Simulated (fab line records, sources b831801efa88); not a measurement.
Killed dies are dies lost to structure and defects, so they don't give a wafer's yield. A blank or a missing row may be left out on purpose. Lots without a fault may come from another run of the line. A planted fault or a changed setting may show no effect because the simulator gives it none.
A struck lot beside a sound one | flow gf180mcu | 16 steps out of a route of 602
Sound: wafers L238.1, L238.5, L238.6. Struck: wafer L233.5. (L233.6 of the same lot was not struck and is left out.) The cause comes at the end.
At each step with rows: each side's tool, then ch and its chambers, then its first start. Under that, the readings that differ: sound wafers | struck wafers | difference of the means | sigmas: that difference in standard deviations of wafers without a fault.
alike: readings whose means differ by less than 2 such deviations, and words and numbers that are the same on both sides. not compared: withheld readings, readings that some wafer has no value for, bounds like >300 that may hide the same value, and numbers for which the record gives no deviation and whose values overlap.
The two part at a step that has a row with sigmas, a row that says differs or no value, or rows on one side only. Numbers that don't overlap but have no deviation are shown without sigmas and don't part them. A reading that every wafer of one side lacks parts them only if that side has two wafers or more.

GF_STI_THK_MEAS_02:
  sound on film_metro-01, day 4 20:39; struck on film_metro-02, day 3 19:05
  alike: STI_OXIDATION_THK
then, 1 step without rows for these wafers: GF_STI_CVD_03 (deposits Si3N4 from DCS/NH3, target thk 207.16 nm, time 3551 s).
GF_STI_THK_MEAS_04:
  sound on film_metro-03, day 4 22:52; struck on film_metro-02, day 3 21:16
  alike: STI_CVD_03_THK
then, 7 steps without rows for these wafers: GF_STI_DEHYDRATE_05 (time 60 s); GF_STI_HMDS_06 (prime time 60 s); GF_STI_COAT_07 (resist thk 700 nm); GF_STI_SOFTBAKE_08 (time 60 s); GF_STI_EXPOSE_09 (exposes mask COMP, target cd 220 nm); GF_STI_PEB_10 (peb time 90 s); GF_STI_DEVELOP_11 (develop time 60 s).
GF_STI_CD_MEAS_12: target cd 220 nm.
  sound on cd_sem-02, day 5 12:04; struck on cd_sem-01, day 4 10:23
  alike: cd_nm
GF_STI_ETCH_13: etches the open film in CHF3/O2, stops on Si, target depth 282.31 nm, time 112.9 s.
  sound on rie_diel-04 ch 0,2,3, day 5 12:11; struck on rie_diel-03 ch 2, day 4 10:28
  reading                     | sound             | struck | difference | sigmas
  drypump_motor_current_A (A) | 5.8 5.2 5.7       | 6.5    | +0.9       | +3
  run_length_s (s)            | 141.3 141.2 141.0 | 142.0  | +0.8       | +3
  alike: O2_flow_sccm, oes_product_au, throttle_valve_pct
  not compared: rf_hours_counter_h
GF_STI_ETCH_14: etches Si in HBr/Cl2/O2, target depth 360 nm, time 102.9 s.
  sound on rie_si-01 ch 0,2, day 5 12:16; struck on rie_si-02 ch 0, day 4 10:33
  reading                              | sound             | struck | difference | sigmas
  run_length_s (s)                     | 131.1 131.3 131.0 | 88.7   | -42.4      | -99
  model.STI.feature_depth_nm (nm)      | 358.2 356.1 359.4 | 212    | -146       |
  model.etch.depth_nm (nm)             | 358.2 356.1 359.4 | 212    | -146       |
  model.KrF_of_STI_COAT_07.thk_nm (nm) | 319.7 321.8 319   | 370.3  | +50.1      |
  alike: O2_flow_sccm, drypump_motor_current_A, oes_product_au, throttle_valve_pct
  not compared: rf_hours_counter_h
GF_STI_STRIP_15: strips in O2/N2.
  sound on plasma_asher-02 ch 0,1, day 5 12:20; struck on plasma_asher-01 ch 0, day 4 10:39
  reading                      | sound             | struck | difference | sigmas
  oes_product_au (a.u.)        | 0.391 0.380 0.385 | 0.404  | +0.019     | +4
  strip_time_to_endpoint_s (s) | 3.73 3.75 3.71    | 4.27   | +0.54      | +16
  alike: drypump_motor_current_A, heater_power_w
  not compared: rf_hours_counter_h
then, 1 step without rows for these wafers: GF_STI_CLEAN_16 (cleans in dHF, time 25 s).
-- the record jumps here: 28 days lie between the struck wafers' starts before and after (it left off in module STI and takes up again in module PASSIVATION, whose first step shown is number 602 of the route) --
GF_PASSIVATION_PROBE_99:
  sound on prober-02, day 33 09:33; struck on prober-01, day 32 06:48
  reading                                 | sound                         | struck    | difference | sigmas
  model.etest.ldpmos_10p0.r_on_ohm_um     | 1.119e+04 1.131e+04 1.116e+04 | 1.003e+04 | -1.190e+03 |
  model.etest.pwell_in_dnwell.line_ohm_um | 4074 4066 4088                | 2944      | -1132      |
  model.etest.pwell_in_dnwell.rs_ohm_sq   | 2430 2428 2447                | 1799      | -636       |
  model.etest.p_drift.rs_ohm_sq           | 2417 2419 2429                | 1870      | -552       |
  model.etest.ldnmos_10p0.r_on_ohm_um     | 3784 3774 3781                | 3139      | -641       |
  model.etest.n_drift.rs_ohm_sq           | 1096 1083 1109                | 864.8     | -231.2     |
  model.etest.nwell.line_ohm_um           | 1192 1189 1190                | 905.2     | -285.1     |
  model.etest.nwell.rs_ohm_sq             | 1022 1024 1028                | 785.3     | -239.4     |

WHERE THEY PART
First at GF_STI_ETCH_13; last, within this record, at GF_STI_STRIP_15.

WHY: what the simulator had put in
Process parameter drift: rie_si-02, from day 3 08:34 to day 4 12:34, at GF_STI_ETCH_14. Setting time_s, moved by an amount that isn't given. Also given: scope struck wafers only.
